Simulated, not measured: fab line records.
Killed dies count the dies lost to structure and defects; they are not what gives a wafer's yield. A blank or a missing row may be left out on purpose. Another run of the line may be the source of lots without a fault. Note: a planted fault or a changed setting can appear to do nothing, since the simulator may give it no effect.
One fault seen from 2 desks | flow gf180mcu | only its own numbers are on each desk; what lay behind them is given at the end

## FROM THE METROLOGY DESK
Lot by lot, what the gauges showed, no matter which tool ran the lot: averages of those sampled wafers that carry a number. The brackets show how far a lot's mean lies from the usual mean; more than 4 standard deviations puts the lot out of limits, marked OUT.
Columns: A = M2_ALCU_THK at GF_M2_THK_MEAS_06, usual 448 nm; B = V2_CVD_02_THK at GF_V2_THK_MEAS_03, usual 849 nm
lot  | first seen here | A   | B
L509 | day 19 12:09    | 440 | 858
L513 | day 21 00:38    | 443 | 844
L518 | day 23 04:43    | 451 | 851
L520 | day 23 23:44    | 446 | 861
L521 | day 24 13:47    | 456 | 851
L522 | day 25 01:09    | 446 | 851
L523 | day 25 06:08    | 451 | 867
L524 | day 25 09:42    | 442 | 856
L525 | day 25 13:02    | 450 | 848
L526 | day 25 17:18    | 446 | 844
L528 | day 26 10:44    | 454 | 840
This desk's finding: nothing out of limits on any of the 11 lots.

## THE TOOL OWNER'S DESK: rieMetal-01
The tool's own readings at GF_M2_METAL_ETCH_16 (etches the open film in Cl2/BCl3, stops on SiO2, target depth 750.8 nm, time 125.1 s): means of the sampled wafers that have a number, for each lot that ran on this tool. The brackets show how far a lot's mean lies from the usual mean; more than 4 standard deviations puts the lot out of limits, marked OUT.
Columns: A = bcl3FlowSccm at GF_M2_METAL_ETCH_16, usual 39.98 sccm; B = biasW at GF_M2_METAL_ETCH_16, usual 140.0 W; C = drypumpMotorCurrentA at GF_M2_METAL_ETCH_16, usual 5.54 A; D = mfcCl2Sccm at GF_M2_METAL_ETCH_16, usual 80.00 sccm; E = oesProductAu at GF_M2_METAL_ETCH_16, usual 0.992 a.u.; F = throttleValvePct at GF_M2_METAL_ETCH_16, usual 28.227 %
lot  | first seen here | A     | B               | C    | D     | E     | F
L509 | day 20 13:16    | 40.00 | 140.2           | 5.43 | 80.08 | 0.990 | 28.215
L513 | day 22 00:07    | 39.96 | 165.8 (+65) OUT | 5.44 | 79.80 | 0.992 | 28.222
L521 | day 25 10:52    | 39.94 | 140.4           | 5.43 | 80.33 | 0.987 | 28.228
L522 | day 25 22:54    | 39.90 | 139.8           | 5.44 | 80.31 | 0.991 | 28.223
L523 | day 26 03:22    | 39.97 | 139.8           | 5.41 | 79.98 | 0.992 | 28.227
L524 | day 26 06:35    | 39.99 | 140.3           | 5.44 | 80.00 | 0.992 | 28.233
L528 | day 27 07:03    | 40.10 | 139.7           | 5.44 | 80.11 | 0.989 | 28.229
This desk's verdict: out of limits on L513, starting with L513 at day 22 00:07 (biasW at GF_M2_METAL_ETCH_16). L509, L521, L522, L523, L524, L528: within limits.

## PUT TOGETHER
At day 22 00:07, on L513, the tool owner's desk was in a position to raise an alarm.
At the metrology desk, nothing out of limits was observed.
The metrology desk holds a record of L513, inside its limits.
All the named lots went through GF_M2_METAL_ETCH_16 on rieMetal-01.

## WHAT THE SIMULATOR HAD PUT IN
rieMetal-01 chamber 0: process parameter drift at GF_M2_METAL_ETCH_16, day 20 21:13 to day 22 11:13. Setting biasW shifted by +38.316 from 140. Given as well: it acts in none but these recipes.
Struck lots among those shown: L513.
How many hours passed from the start of the fault until each desk's first out-of-limits reading: the tool owner's desk, 27.
